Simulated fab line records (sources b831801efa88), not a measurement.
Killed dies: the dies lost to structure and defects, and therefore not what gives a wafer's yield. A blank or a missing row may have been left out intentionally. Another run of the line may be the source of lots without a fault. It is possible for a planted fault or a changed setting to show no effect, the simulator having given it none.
fab line records | flow sky130
[record] lots = 6 | wafers = 16 | lastDay = 50
route steps=708 shown SD_P@323 RES_XHIGH@332 PAD_OPEN@708
lots untouched by any fault: they come from a run of this same line in which no faults occurred
startH: hours from the record's opening day to when the first of the lot's shown wafers began | waitH: how many hours have passed since the lot's step before this one | " as in the row above | L1.1+2: a single row standing in for several wafers | - value missing, or start not given | * or withheld: withheld | < > ~ a bound
route shown NAME@n: a module of which the file shows steps, and the number in the route of the first | usual: mean/standard deviation taken from wafers without a fault | same: alike in all rows | chamber/n: place in a boat | sites: readings site by site | _std_site: standard deviation of those values | _edge_site: the outer-site mean with the inner-site mean subtracted | radiusMm: how far each site lies from the wafer's centre | mask NAME#n: copy n | behind: the tool/chamber that last shaped the wafer | hold: cause of the lot's hold/its duration in hours/its outcome | device: names the non-switching transistor (n, p or np) | end of line: tests run on the same wafers once the route is complete | a step without rows: its recipe alone | killed: dies lost to structure and defects at the first sort, not the wafer's yield | map: shows each die of a wafer: x if killed, . if not, _ if none is there
set.NAME: the run value of the setting; set.NAME@STEP: its run value at that earlier step | model.NAME: the simulator's own value behind a step, which no gauge read
a table for each step, a row for each wafer; lots at some steps of the route
services: when a tool's chamber went out of use (startH, in hours from the record's first day, below 0 if earlier), for how many hours, and the reason
[[steps]]
[step SKY_SD_P_SOFTBAKE_03]
[recipe] tempC = 90 | timeS = 60 | resist = NOVOLAK
[step SKY_SD_P_EXPOSE_04]
[recipe] maskId = PSDM | na = 0.6 | sourceShape = conventional | sigmaOuter = 0.6 | polarization = unpolarized | targetCdNm = 380 | doseMj = 138
[step SKY_SD_P_PEB_05]
[recipe] tempC = withheld | timeS = * | resist = NOVOLAK
[step SKY_SD_P_DEVELOP_06]
[recipe] resist = NOVOLAK | developer = TMAH | developTimeS = 60 | devTempC = 23
[step SKY_SD_P_CD_MEAS_07]
[recipe] targetCdNm = 380
[usual] cdNm = 380.4/2.6
lot.wafer | tool     | chamber | startH | waitH | cdNm
L188.2    | cdSem-02 | -       | 649.65 | 0.1   | 380.1
L188.5    | "        | -       | "      | "     | 380.8
L188.6    | "        | -       | "      | "     | 378.9
L189.2    | cdSem-01 | -       | 662.30 | 0.1   | 386.1
L189.3    | "        | -       | "      | "     | 381.9
L189.5    | "        | -       | "      | "     | 382.6
L194.1    | cdSem-01 | -       | 709.43 | 0.1   | 381.8
L194.3    | "        | -       | "      | "     | 383.4
L197.1    | cdSem-01 | -       | 733.76 | 0.1   | 379.5
L197.3    | "        | -       | "      | "     | 382.3
L199.2    | cdSem-02 | -       | 744.20 | 0.1   | 381.9
L199.4    | "        | -       | "      | "     | 384.0
L199.5    | "        | -       | "      | "     | 379.7
L203.2    | cdSem-01 | -       | 775.58 | 0.1   | 380.7
L203.3    | "        | -       | "      | "     | 380.0
L203.6    | "        | -       | "      | "     | 381.2
[step SKY_SD_P_OVL_MEAS_08]
[usual] SD_P_OVL = 0.5/1.3
lot.wafer | tool       | chamber | startH | waitH | SD_P_OVL[nm]
L188.2    | overlay-02 | -       | 649.76 | 0.1   | 0.4
L188.5    | "          | -       | "      | "     | -0.7
L188.6    | "          | -       | "      | "     | 1.3
L189.2    | overlay-02 | -       | 662.41 | 0.1   | 2.7
L189.3    | "          | -       | "      | "     | 2.1
L189.5    | "          | -       | "      | "     | 0.6
L194.1    | overlay-02 | -       | 709.55 | 0.1   | 1.0
L194.3    | "          | -       | "      | "     | 1.1
L197.1    | overlay-02 | -       | 733.88 | 0.1   | 2.1
L197.3    | "          | -       | "      | "     | 0.5
L199.2    | overlay-02 | -       | 744.31 | 0.1   | -0.5
L199.4    | "          | -       | "      | "     | 1.9
L199.5    | "          | -       | "      | "     | 3.0
L203.2    | overlay-01 | -       | 775.68 | 0.1   | -1.0
L203.3    | "          | -       | "      | "     | -0.8
L203.6    | "          | -       | "      | "     | -1.8
[step SKY_SD_P_IMPLANT_09]
[recipe] species = BF2 | energyKev = 20 | doseCm2 = 3e+15 | tiltDeg = 0
[step SKY_SD_P_STRIP_10]
[recipe] chemistry = O2/N2 | powerW = 1400 | pressureMtorr = 1500 | platenTempC = withheld | o2FlowSccm = 3000 | n2FlowSccm = 300 | overashFraction = 0.5
[usual] drypumpMotorCurrentA = 5.7/0.34 | n2FlowSccm = 299.9/0.86 | oesProductAu = 0.617/0.0051 | stripTimeToEndpointS = 17.51/0.039
lot.wafer | tool           | chamber | startH | waitH | drypumpMotorCurrentA | n2FlowSccm | oesProductAu | rfHoursCounterH | stripTimeToEndpointS
L188.2    | plasmaAsher-02 | 1       | 649.94 | 0.1   | 5.8                  | 299.7      | 0.611        | 81              | 17.51
L188.5    | "              | 0       | "      | "     | 5.7                  | 298.5      | 0.619        | -               | 17.54
L188.6    | "              | 1       | "      | "     | 5.8                  | 300.8      | 0.613        | -               | 17.49
L189.2    | plasmaAsher-04 | 0       | 662.59 | 0.1   | 5.8                  | 298.1      | 0.615        | 23              | 17.45
L189.3    | "              | 1       | "      | "     | 6.3                  | 299.7      | 0.613        | -               | 17.46
L189.5    | "              | 0       | "      | "     | 5.8                  | 298.9      | 0.612        | -               | 17.49
L194.1    | plasmaAsher-02 | 1       | 709.74 | 0.1   | 5.8                  | 301.0      | 0.615        | 88              | 17.50
L194.3    | "              | 0       | "      | "     | 5.7                  | 299.9      | 0.631        | -               | 17.50
L197.1    | plasmaAsher-04 | 1       | 734.07 | 0.1   | 6.2                  | 300.0      | 0.619        | 32              | 17.50
L197.3    | "              | 0       | "      | "     | 5.8                  | 301.2      | 0.622        | -               | 17.49
L199.2    | plasmaAsher-01 | 1       | 744.49 | 0.1   | 5.5                  | 300.8      | 0.616        | 0               | 17.57
L199.4    | "              | 1       | "      | "     | 5.5                  | 301.0      | 0.612        | -               | 17.54
L199.5    | "              | 1       | "      | "     | 5.4                  | 300.9      | 0.622        | -               | 17.55
L203.2    | plasmaAsher-01 | 0       | 775.86 | 0.1   | 5.1                  | 300.3      | 0.609        | 3               | 17.48
L203.3    | "              | 1       | "      | "     | 5.4                  | 298.6      | 0.614        | -               | 17.49
L203.6    | "              | 1       | "      | "     | 5.4                  | 298.8      | 0.609        | -               | 17.50
[step SKY_SD_P_TW_MEAS_11]
[usual] SD_P_TW = 2833/22
lot.wafer | tool         | chamber | startH | waitH | SD_P_TW
L188.2    | filmMetro-02 | -       | 650.05 | 0.1   | 2865
L188.5    | "            | -       | "      | "     | 2856
L188.6    | "            | -       | "      | "     | 2876
L189.2    | filmMetro-01 | -       | 662.70 | 0.1   | 2832
L189.3    | "            | -       | "      | "     | 2837
L189.5    | "            | -       | "      | "     | 2843
L194.1    | filmMetro-01 | -       | 709.84 | 0.1   | 2833
L194.3    | "            | -       | "      | "     | 2826
L197.1    | filmMetro-02 | -       | 734.17 | 0.1   | 2828
L197.3    | "            | -       | "      | "     | 2832
L199.2    | filmMetro-01 | -       | 744.60 | 0.1   | 2839
L199.4    | "            | -       | "      | "     | 2831
L199.5    | "            | -       | "      | "     | 2820
L203.2    | filmMetro-01 | -       | 775.97 | 0.1   | 2826
L203.3    | "            | -       | "      | "     | 2822
L203.6    | "            | -       | "      | "     | 2831
[step SKY_RES_XHIGH_DEHYDRATE_00]
[recipe] tempC = 200 | timeS = 60
[step SKY_RES_XHIGH_HMDS_01]
[recipe] primeTimeS = 60 | primeTempC = 120
[step SKY_RES_XHIGH_COAT_02]
[recipe] resist = NOVOLAK | spinRpm = 3000 | resistThkNm = 1140
[step SKY_RES_XHIGH_SOFTBAKE_03]
[recipe] tempC = 90 | timeS = 60 | resist = NOVOLAK
[usual] runLengthS = 89.00/0.17
lot.wafer | tool          | chamber | startH | waitH | runLengthS
L188.2    | lithoTrack-03 | 0       | 664.29 | 0.1   | 88.84
L188.5    | "             | 0       | "      | "     | 88.86
L188.6    | "             | 0       | "      | "     | 88.75
L189.2    | lithoTrack-02 | 0       | 677.14 | 0.1   | 89.02
L189.3    | "             | 0       | "      | "     | 88.99
L189.5    | "             | 0       | "      | "     | 89.33
L194.1    | lithoTrack-02 | 0       | 723.26 | 0.1   | 95.39
L194.3    | "             | 0       | "      | "     | 95.22
L197.1    | lithoTrack-02 | 0       | 747.56 | 0.1   | 95.14
L197.3    | "             | 0       | "      | "     | 95.19
L199.2    | lithoTrack-03 | 0       | 757.54 | 0.1   | 88.86
L199.4    | "             | 0       | "      | "     | 88.74
L199.5    | "             | 0       | "      | "     | 88.84
L203.2    | lithoTrack-04 | 0       | 788.96 | 0.1   | 89.07
L203.3    | "             | 0       | "      | "     | 89.02
L203.6    | "             | 0       | "      | "     | 89.04
[step SKY_RES_XHIGH_EXPOSE_04]
[recipe] maskId = URPM | na = 0.6 | sourceShape = conventional | sigmaOuter = 0.6 | polarization = unpolarized | targetCdNm = 1270 | doseMj = 140
[step SKY_PAD_OPEN_PROBE_99]
[usual] killed_at_M0_to_M3 = 44/6.5 | killed_at_M4_up = 3.3/1.7 | killedAtContacts = 25/5.3 | killedAtFrontEnd = 15/5 | killedAtOther = 0.2/0.47 | killedDies = 87/9.9 | killedOpen = 47/8 | killedShort = 39/6.1
[same] grossDies = 492 | killedAtBackSide = 0
lot.wafer | tool      | chamber | startH  | waitH | killed_at_M0_to_M3 | killed_at_M4_up | killedAtContacts | killedAtFrontEnd | killedAtOther | killedDies | killedOpen | killedShort
L188.2    | prober-01 | -       | 1123.43 | 0.1   | 46                 | 3               | 26               | 20               | 0             | 95         | 52         | 43
L188.5    | prober-01 | -       | 1123.58 | 0.2   | 45                 | 4               | 26               | 13               | 0             | 88         | 47         | 41
L188.6    | prober-01 | -       | 1123.63 | 0.2   | 43                 | 2               | 19               | 13               | 0             | 77         | 48         | 29
L189.2    | prober-02 | -       | 1128.45 | 0.1   | 37                 | 5               | 25               | 17               | 1             | 85         | 37         | 48
L189.3    | prober-02 | -       | 1128.50 | 0.2   | 43                 | 3               | 22               | 13               | 0             | 81         | 43         | 38
L189.5    | prober-02 | -       | 1128.60 | 0.2   | 49                 | 3               | 21               | 24               | 0             | 97         | 53         | 44
L194.1    | prober-01 | -       | 1161.68 | 0.1   | 55                 | 2               | 23               | 8                | 0             | 88         | 52         | 36
L194.3    | prober-01 | -       | 1161.78 | 0.2   | 49                 | 3               | 29               | 8                | 0             | 89         | 44         | 45
L197.1    | prober-01 | -       | 1173.12 | 0.1   | 44                 | 3               | 27               | 15               | 0             | 89         | 52         | 37
L197.3    | prober-01 | -       | 1173.22 | 0.2   | 48                 | 4               | 21               | 12               | 0             | 85         | 43         | 42
L199.2    | prober-02 | -       | 1182.82 | 0.1   | 36                 | 6               | 21               | 14               | 0             | 77         | 35         | 42
L199.4    | prober-02 | -       | 1182.92 | 0.2   | 38                 | 4               | 27               | 15               | 0             | 84         | 45         | 39
L199.5    | prober-02 | -       | 1182.97 | 0.2   | 42                 | 4               | 21               | 18               | 1             | 86         | 44         | 42
L203.2    | prober-02 | -       | 1200.44 | 0.1   | 40                 | 4               | 25               | 11               | 0             | 80         | 43         | 37
L203.3    | prober-02 | -       | 1200.49 | 0.2   | 49                 | 4               | 28               | 25               | 0             | 106        | 54         | 52
L203.6    | prober-02 | -       | 1200.64 | 0.2   | 43                 | 4               | 19               | 7                | 0             | 73         | 44         | 29
// killed by level:class
L188.2 CONTACT:geometricParticle:short=9 VIA1:geometricParticle:open=9 POLY_GATE:geometricParticle:open=8 CONTACT:geometricParticle:open=8 VIA3:geometricParticle:open=7 METAL1:geometricParticle:short=7 METAL2:geometricParticle:short=7 LI_CONTACT:geometricParticle:open=6
L188.5 METAL1:geometricParticle:short=11 CONTACT:geometricParticle:open=11 VIA1:geometricParticle:open=6 VIA2:geometricParticle:open=6 LI_CONTACT:geometricParticle:open=5 VIA3:geometricParticle:open=5 VIA2:geometricParticle:short=4 POLY_GATE:geometricParticle:short=3
L188.6 VIA2:geometricParticle:open=10 VIA1:geometricParticle:open=9 VIA3:geometricParticle:open=8 CONTACT:geometricParticle:open=7 LI_CONTACT:geometricParticle:open=6 METAL1:geometricParticle:short=5 METAL2:geometricParticle:short=4 FIELD_ISO:geometricParticle:open=3
L189.2 VIA1:geometricParticle:open=9 LI_CONTACT:geometricParticle:open=8 VIA3:geometricParticle:open=7 CONTACT:geometricParticle:short=6 METAL2:geometricParticle:short=6 POLY_GATE:geometricParticle:short=4 LI_CONTACT:geometricParticle:short=4 CONTACT:geometricParticle:open=4
L189.3 VIA1:geometricParticle:open=8 CONTACT:geometricParticle:open=7 VIA2:geometricParticle:open=7 FIELD_ISO:geometricParticle:short=6 CONTACT:geometricParticle:short=6 METAL3:geometricParticle:short=6 LI_CONTACT:geometricParticle:open=5 VIA3:geometricParticle:open=5
L189.5 CONTACT:geometricParticle:open=9 VIA3:geometricParticle:open=8 VIA1:geometricParticle:open=8 VIA2:geometricParticle:open=8 FIELD_ISO:geometricParticle:short=7 METAL2:geometricParticle:short=6 VIA1:geometricParticle:short=5 POLY_CUT:geometricParticle:open=4
L194.1 VIA1:geometricParticle:open=17 CONTACT:geometricParticle:open=13 VIA2:geometricParticle:open=8 METAL1:geometricParticle:short=7 LI_CONTACT:geometricParticle:open=6 VIA3:geometricParticle:open=6 VIA1:geometricParticle:short=5 METAL2:geometricParticle:short=4
L194.3 VIA1:geometricParticle:open=13 CONTACT:geometricParticle:open=10 LI_CONTACT:geometricParticle:open=7 CONTACT:geometricParticle:short=7 METAL1:geometricParticle:short=7 VIA1:geometricParticle:short=6 FIELD_ISO:geometricParticle:short=5 VIA2:geometricParticle:open=5
L197.1 CONTACT:geometricParticle:open=14 VIA1:geometricParticle:open=12 METAL1:geometricParticle:short=9 LI_CONTACT:geometricParticle:open=5 VIA3:geometricParticle:open=5 VIA1:geometricParticle:short=5 FIELD_ISO:geometricParticle:open=4 POLY_GATE:geometricParticle:open=4
L197.3 VIA1:geometricParticle:short=12 VIA1:geometricParticle:open=9 CONTACT:geometricParticle:open=7 VIA3:geometricParticle:open=7 METAL2:geometricParticle:short=6 LI_CONTACT:geometricParticle:open=5 FIELD_ISO:geometricParticle:open=4 CONTACT:geometricParticle:short=4
L199.2 CONTACT:geometricParticle:open=8 VIA1:geometricParticle:open=6 FIELD_ISO:geometricParticle:short=5 VIA2:geometricParticle:short=5 VIA1:geometricParticle:short=5 VIA3:geometricParticle:open=5 LI_CONTACT:geometricParticle:open=4 METAL1:geometricParticle:short=4
L199.4 CONTACT:geometricParticle:open=11 LI_CONTACT:geometricParticle:open=8 METAL2:geometricParticle:short=8 VIA1:geometricParticle:open=6 CONTACT:geometricParticle:short=5 VIA2:geometricParticle:open=5 FIELD_ISO:geometricParticle:short=4 POLY_GATE:geometricParticle:open=4
L199.5 CONTACT:geometricParticle:open=9 VIA2:geometricParticle:open=8 VIA1:geometricParticle:short=7 VIA3:geometricParticle:open=7 VIA1:geometricParticle:open=6 FIELD_ISO:geometricParticle:short=5 LOCAL_INTERCONNECT:geometricParticle:short=5 FIELD_ISO:geometricParticle:open=4
L203.2 VIA1:geometricParticle:open=10 CONTACT:geometricParticle:open=8 LI_CONTACT:geometricParticle:open=6 LOCAL_INTERCONNECT:geometricParticle:short=5 METAL1:geometricParticle:short=4 VIA1:geometricParticle:short=4 VIA2:geometricParticle:open=4 VIA3:geometricParticle:open=4
L203.3 CONTACT:geometricParticle:open=12 VIA1:geometricParticle:open=11 FIELD_ISO:geometricParticle:open=7 POLY_GATE:geometricParticle:short=7 VIA2:geometricParticle:short=6 FIELD_ISO:geometricParticle:short=5 POLY_GATE:geometricParticle:open=5 LOCAL_INTERCONNECT:geometricParticle:short=5
L203.6 VIA1:geometricParticle:open=14 CONTACT:geometricParticle:open=8 CONTACT:geometricParticle:short=5 VIA2:geometricParticle:open=5 VIA1:geometricParticle:short=4 METAL2:geometricParticle:short=4 FIELD_ISO:geometricParticle:open=3 METAL1:geometricParticle:short=3
[[services]]
tool           | chamber | startH | hours | kind
plasmaAsher-02 | -       | 627.12 | 15.6  | pm
plasmaAsher-02 | -       | 731.80 | 2.3   | repair
plasmaAsher-01 | -       | 733.75 | 9.0   | pm
plasmaAsher-01 | 0       | 733.75 | 9.0   | ventCycle
plasmaAsher-01 | 1       | 733.75 | 9.0   | ventCycle
plasmaAsher-04 | -       | 741.89 | 0.7   | repair
plasmaAsher-01 | 0       | 742.75 | -     | clean
plasmaAsher-01 | 1       | 742.75 | -     | clean
[[key]]
[firstSign] step = SKY_RES_XHIGH_SOFTBAKE_03 | reading = runLengthS | direction = up | sigmas = 36 | usual = * | struck = *
effect none on later readings
metAt SKY_RES_XHIGH_SOFTBAKE_03
struckWafers L194.1,L194.3,L197.1,L197.3
testerLeftOut L194,L197
onsetBetween 677.14 723.26
[fault] kind = processParameterDrift | tool = lithoTrack-02 | chamber = - | onsetH = 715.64 | steps = SKY_RES_XHIGH_SOFTBAKE_03 | channel = timeS | offset = * | shape = step | endH = 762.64 | scope = struckWafersOnly | actsIn = * | stated = *
// testerLeftOut: of these lots the tester's yield and bins aren't shown, on N5 and GAA mostly nor the transistor test; their killed dies are dies lost to structure and defects alone, not to doping, threshold or leakage, so they don't give the yield
